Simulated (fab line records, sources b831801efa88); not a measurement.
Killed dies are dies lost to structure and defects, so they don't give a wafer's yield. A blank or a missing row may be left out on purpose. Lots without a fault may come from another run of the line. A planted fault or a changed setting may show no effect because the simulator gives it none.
Chamber matching | flow sky130 | SKY_CONTACT_CVD_00 on pecvd-03: 3 sister chambers
The step deposits Si3N4, target thk 75 nm. 3 wafers are shown with their chamber, then 7 later ones without.

WAFERS WITH THEIR CHAMBER
wafer  | chamber | heater_power_w (W)
L419.4 | 2       | 758
L425.1 | 0       | 745
L425.4 | 1       | 749

WAFERS WITHOUT THEIR CHAMBER
wafer  | heater_power_w (W)
L425.6 | 697
L428.2 | 732
L428.3 | 750
L428.6 | 747
L429.1 | 687
L429.2 | 822
L429.3 | 757

WHICH CHAMBER EACH WENT THROUGH
wafer  | from the rows above          | in truth
L425.6 | can't be placed: 0 or 1 or 2 | 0
L428.2 | can't be placed: 0 or 1 or 2 | 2
L428.3 | can't be placed: 1 or 0 or 2 | 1
L428.6 | can't be placed: 0 or 1 or 2 | 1
L429.1 | can't be placed: 0 or 1 or 2 | 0
L429.2 | can't be placed: 2 or 1 or 0 | 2
L429.3 | can't be placed: 2 or 1 or 0 | 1
Placed correctly: 0 of 7. Can't be placed from these rows: 7 (the true chamber is among the candidates in 7). Placed wrongly: 0.
How it was worked out, from the rows above alone: a wafer's distance from a chamber is the root of the sum, over the readings, of the square of ((its reading less the chamber's mean) divided by the reading's scatter). The wafer belongs to the nearest chamber; if the next one is less than 2 further off, it can't be placed. A chamber's mean is the mean of its shown wafers. The scatter: with one shown wafer a chamber, the root of the mean of the squares of how far each hidden wafer lies from its nearest shown one.
